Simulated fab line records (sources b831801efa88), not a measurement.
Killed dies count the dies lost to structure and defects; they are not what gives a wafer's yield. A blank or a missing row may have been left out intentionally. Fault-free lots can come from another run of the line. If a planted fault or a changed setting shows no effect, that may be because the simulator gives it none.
A single fault, viewed from 2 desks | flow sky130 | each desk has only its own numbers; what lay behind them comes last

TOOL OWNER'S DESK, implanter-03
For each lot that ran on this tool, the mean over its sampled wafers that have a number, from the tool's own readings at SKY_PWDE_IMPLANT_08. Marked OUT: a lot whose mean sits more than 4 standard deviations from the usual mean, which makes it out of limits; the brackets give that distance.
Columns: A = beam-energy-keV at SKY_PWDE_IMPLANT_08, usual 150.00; B = dose-ions-cm2 at SKY_PWDE_IMPLANT_08, usual 3.6e+12; C = faraday-current-uA at SKY_PWDE_IMPLANT_08, usual 20.3
lot  | first seen here | A      | B                         | C
L219 | day 4 02:31     | 150.06 | 3.6e+12                   | 20.1
L220 | day 4 09:52     | 150.00 | 3.6e+12                   | 19.8
L223 | day 4 21:03     | 150.03 | 3.6e+12                   | 20.5
L225 | day 5 09:40     | 150.07 | 3.2e+12 (-99 or more) OUT | 18.1 (-5.9) OUT
L226 | day 5 14:11     | 149.96 | 3.2e+12 (-99 or more) OUT | 18.1 (-5.9) OUT
L228 | day 5 21:55     | 150.00 | 3.2e+12 (-99 or more) OUT | 18.4 (-5.1) OUT
L238 | day 8 05:43     | 150.05 | 3.6e+12                   | 20.5
L242 | day 9 06:37     | 150.04 | 3.6e+12                   | 20.3
Finding of this desk: L225, L226, L228 out of limits; the first was L225 at day 5 09:40, on dose-ions-cm2 at SKY_PWDE_IMPLANT_08. L219, L220, L223, L238, L242: within limits.

AT THE METROLOGY DESK
Means of the sampled wafers that have a number, per lot and without regard to the tool the lot ran on: this is what the gauges read. Marked OUT: a lot whose mean sits more than 4 standard deviations from the usual mean, which makes it out of limits; the brackets give that distance.
Columns: A = PWDE_TW at SKY_PWDE_TW_MEAS_10, usual 375.1; B = NWELL_RS at SKY_NWELL_RS_MEAS_29, usual 624.8 ohm/sq; C = PWDE_RS at SKY_NWELL_RS_MEAS_31, usual 5272 ohm/sq; D = POLY_GATE_CVD_03_THK at SKY_POLY_GATE_THK_MEAS_04, usual 74.6 nm
lot  | first seen here | A                | B     | C              | D
L219 | day 4 02:46     | 377.2            | 623.6 | 5261           | 74.5
L220 | day 4 10:07     | 376.2            | 624.8 | 5270           | 74.6
L223 | day 4 21:17     | 373.0            | 624.9 | 5268           | 75.0
L225 | day 5 09:53     | 362.3 (-6.1) OUT | 623.7 | 5761 (+31) OUT | 74.8
L226 | day 5 14:25     | 362.6 (-6.0) OUT | 622.9 | 5800 (+33) OUT | 75.2
L228 | day 5 22:10     | 365.7 (-4.5) OUT | 624.8 | 5764 (+31) OUT | 74.0
L237 | day 7 23:58     | 376.5            | 624.5 | 5267           | 73.5
L238 | day 8 05:58     | 376.0            | 626.3 | 5258           | 74.7
L240 | day 8 19:52     | 375.7            | 626.6 | 5260           | 73.5
L241 | day 9 01:26     | 371.6            | 624.7 | 5289           | 73.8
L242 | day 9 06:52     | 375.8            | 624.7 | 5252           | 75.3
This desk's result: L225, L226, L228 out of limits, first on L225 (PWDE_TW at SKY_PWDE_TW_MEAS_10), day 5 09:53. L219, L220, L223, L237, L238, L240, L241, L242: within limits.

PUT TOGETHER
On L225, L226, L228, at day 5 09:40, an alarm was possible from the tool owner's desk.
An alarm was possible from the metrology desk at day 5 09:53, on L225, L226, L228.
All the named lots went through SKY_PWDE_IMPLANT_08 on implanter-03.

WHAT THE SIMULATOR PUT IN
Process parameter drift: implanter-03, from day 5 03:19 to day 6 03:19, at SKY_PWDE_IMPLANT_08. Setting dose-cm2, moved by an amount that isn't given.
Struck lots among those shown: L225, L226, L228.
Counting hours from when the fault started, the first reading out of limits came at 6 for the tool owner's desk and at 7 for the metrology desk.
